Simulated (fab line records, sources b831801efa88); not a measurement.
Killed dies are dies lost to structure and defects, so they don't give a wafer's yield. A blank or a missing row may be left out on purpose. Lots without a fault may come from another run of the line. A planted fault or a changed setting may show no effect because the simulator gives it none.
Problem report in the 8D (eight disciplines) form, filled by code | flow sky130 | the parts of the form that need people (team, actions taken, sign-off) are left out

1. THE PROBLEM
VT_ADJUST_PCH_TW at SKY_VT_ADJUST_PCH_TW_MEAS_10 reads a mean of 169.8 on 9 wafers of 3 lots; wafers without a fault read 143.7 with a standard deviation of 1.8. That is +15 standard deviations from the usual mean.
First seen on wafer L134.1, day 14 03:11, on film_metro-02. The record holds 36 wafers of 12 lots with a number at this step. Rule for "out", or "out of limits": more than 4 standard deviations from the usual mean. The other wafers with a number count as sound.

2. WHAT IT IS AND WHAT IT IS NOT
question                    | is                           | is not
which readings at this step | VT_ADJUST_PCH_TW             | -
which lots                  | L134, L135, L136             | L124, L126, L128, L132, L133, L143, L145, L146, L147
which wafers of those lots  | all that have a number       | -
read on which gauges        | film_metro-02, film_metro-04 | film_metro-01
when                        | from day 14 03:11            | up to then (15 sound wafers); but 12 sound wafers of L143, L145, L146, L147 came after

3. SUSPECTS, AND WHAT RULES EACH OUT
Counting: a tool at a process step up to the reading stays a suspect if it ran every lot that is out and no sound lot after the first of them.
- the gauge at SKY_VT_ADJUST_PCH_TW_MEAS_10: ruled out. The wafers that are out were read on 2 gauges (film_metro-02, film_metro-04).
- implanter-02 at SKY_VT_ADJUST_PCH_IMPLANT_08: ruled out as a lasting fault. Sound lots L147 ran on it after its first lot that is out, L134 (day 14 02:56).
Left after counting: nothing in the record.

4. THE CAUSE (what the simulator had put in)
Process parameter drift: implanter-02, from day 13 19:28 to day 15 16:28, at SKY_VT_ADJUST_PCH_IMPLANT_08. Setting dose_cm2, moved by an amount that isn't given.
Counting ruled it out, wrongly: the rule takes a fault to strike every lot that its tool runs from its start on, and this one did not.

5. THE CHAIN OF EFFECTS, in route order
Each row: a reading whose mean over the struck wafers that have a number lies more than 3 standard deviations from the usual. Only readings for which the record gives a usual standard deviation are gone through. hours: the time from each lot's start at the first step in this table that gives one to its start at this step, as a median over the lots. sigmas: the change in usual standard deviations.
hours | step                         | reading            | usual     | on struck wafers | change     | sigmas
0     | SKY_VT_ADJUST_PCH_IMPLANT_08 | dose_ions_cm2      | 5.001e+11 | 9.163e+11        | +4.162e+11 | +99 or more
0     | SKY_VT_ADJUST_PCH_IMPLANT_08 | faraday_current_uA | 2.82      | 5.17             | +2.35      | +43
0     | SKY_VT_ADJUST_PCH_TW_MEAS_10 | VT_ADJUST_PCH_TW   | 143.7     | 169.8            | +26.1      | +15
The process steps in it:
- SKY_VT_ADJUST_PCH_IMPLANT_08

6. WHAT WOULD HAVE CAUGHT IT SOONER
In this record the first reading out of limits at a measuring or inspecting step was taken at day 14 03:11, 8 hours after the fault began at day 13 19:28.
The tool's own readings at SKY_VT_ADJUST_PCH_IMPLANT_08 were out on every struck wafer that the step has a row for (dose_ions_cm2, faraday_current_uA): an alarm limit on them would have fired on the first of those.
